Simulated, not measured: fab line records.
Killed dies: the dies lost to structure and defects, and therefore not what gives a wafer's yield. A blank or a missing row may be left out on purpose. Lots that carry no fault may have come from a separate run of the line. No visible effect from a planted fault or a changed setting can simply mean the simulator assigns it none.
Struck lot and sound lot, side by side -- flow sky130 -- 16 steps out of a route of 708
Sound: these wafers, L541.3, L541.5, L541.6. Struck: wafer L545.1 (L545.4, L545.5, from the same lot, were not struck and are left out); the cause is given at the end.
Each step with rows lists, per side, the tool, then ch with its chambers, then its first start. Under that, the readings that differ: sound wafers -- struck wafers -- difference of the means -- sigmas: that difference in standard deviations of wafers without a fault.
alike: readings whose means differ by less than 2 such deviations, and words and numbers that are the same on both sides. not compared: withheld readings, readings that some wafer has no value for, bounds like >300 that may hide the same value, and numbers for which the record gives no deviation and whose values overlap.
The two part at a step that has a row with sigmas, a row that says differs or no value, or rows on one side only. When numbers do not overlap yet have no deviation, they are printed without sigmas and do not part them. Lack of a reading on every wafer of one side parts them only where that side has two or more wafers.

SKY_METAL5_SPUTTER_03: material Ti, target thk 5 nm, time 3.3 s.
  sound: pvdSputter-01 at day 47 22:17; struck: pvdSputter-02 at day 48 19:46
  alike: throttleValvePct
SKY_METAL5_SPUTTER_04: material TiN, target thk 70 nm, time 58.3 s.
  sound: pvdSputter-01 at day 47 22:18; struck: pvdSputter-02 at day 48 19:47
  alike: throttleValvePct
SKY_METAL5_RS_MEAS_05: measures by four-point-probe.
  sound: filmMetro-04 at day 47 22:23; struck: filmMetro-04 at day 48 19:50
  alike: METAL5_ALCU_RS
SKY_METAL5_THK_MEAS_06: measures by xrf.
  sound: filmMetro-04 at day 47 22:29; struck: filmMetro-04 at day 48 19:57
  alike: METAL5_ALCU_THK
then, 7 steps without rows for these wafers: SKY_METAL5_DEHYDRATE_07 (time 60 s); SKY_METAL5_HMDS_08 (prime time 60 s); SKY_METAL5_COAT_09 (resist thk 1800 nm); SKY_METAL5_SOFTBAKE_10 (time 60 s); SKY_METAL5_EXPOSE_11 (exposes mask MM5, target cd 1600 nm); SKY_METAL5_PEB_12; SKY_METAL5_DEVELOP_13 (develop time 60 s).
SKY_METAL5_DESCUM_14: chemistry O2, time 11 s.
  sound on rieMetal-02 ch 0,1, day 48 17:22; struck on rieMetal-02 ch 0, day 49 14:44
reading,sound,struck,difference,sigmas
rfHoursCounterH (h),- - -,22,no value on the sound wafers,
  alike: drypumpMotorCurrentA, oesProductAu
SKY_METAL5_METAL_ETCH_15: etches the open film in Cl2/BCl3, stops on SiO2, target depth 1260 nm, time 252 s.
  sound on rieMetal-02 ch 0,1, day 48 17:29; struck on rieMetal-02 ch 0, day 49 14:47
reading,sound,struck,difference,sigmas
oesProductAu (a.u.),0.899 0.892 0.897,0.773,-0.123,-25
rfHoursCounterH (h),- - -,22,no value on the sound wafers,
model.METAL5.featureDepthNm (nm),1258 1261 1267,964.6,-297.4,
model.etch.depthNm (nm),1258 1261 1267,964.6,-297.4,
model.NOVOLAK_of_METAL5_COAT_09.thkNm (nm),1021 1016 1003,1305,+292,
  alike: drypumpMotorCurrentA, throttleValvePct
SKY_METAL5_STRIP_16: strips in O2/N2.
  sound on plasmaAsher-04 ch 0,1, day 48 17:40; struck on plasmaAsher-01 ch 0, day 49 15:01
reading,sound,struck,difference,sigmas
rfHoursCounterH (h),- - -,41,no value on the sound wafers,
stripTimeToEndpointS (s),12.91 12.85 12.79,16.13,+3.28,+33
  alike: drypumpMotorCurrentA, oesProductAu
then, 1 step without rows for these wafers: SKY_METAL5_STRIP_17 (strips in post etch residue remover, time 1200 s).
SKY_PAD_OPEN_PROBE_99:
  sound: prober-01 at day 50 08:50; struck: prober-02 at day 51 04:53
reading,sound,struck,difference,sigmas
defectLimitedYield (%),81.5 81.9 82.9,0,-82,-46
killed_at_M4_up,1 2 1,412,+411,+99 or more
killedAtContacts,29 29 23,16,-11,-2
killedDies,91 89 84,492,+404,+45
killedOnRim,16 18 22,96,+77,+21
sort_bin_5_function (%),10.4 12.4 11.4,93.9,+82.5,+59
sortNPass,401 403 408,0,-404,-45
sortYieldPct (%),81.5 81.9 82.9,0,-82,-46
  alike: killed_at_M0_to_M3, killedAtFrontEnd, killedAtOther, killedOpen, killedShort, sort_bin_3_pad_short, sort_bin_6_memory

== WHERE THEY PART ==
Last at SKY_PAD_OPEN_PROBE_99 as far as this record goes, first at SKY_METAL5_DESCUM_14.

WHY: the cause the simulator had injected
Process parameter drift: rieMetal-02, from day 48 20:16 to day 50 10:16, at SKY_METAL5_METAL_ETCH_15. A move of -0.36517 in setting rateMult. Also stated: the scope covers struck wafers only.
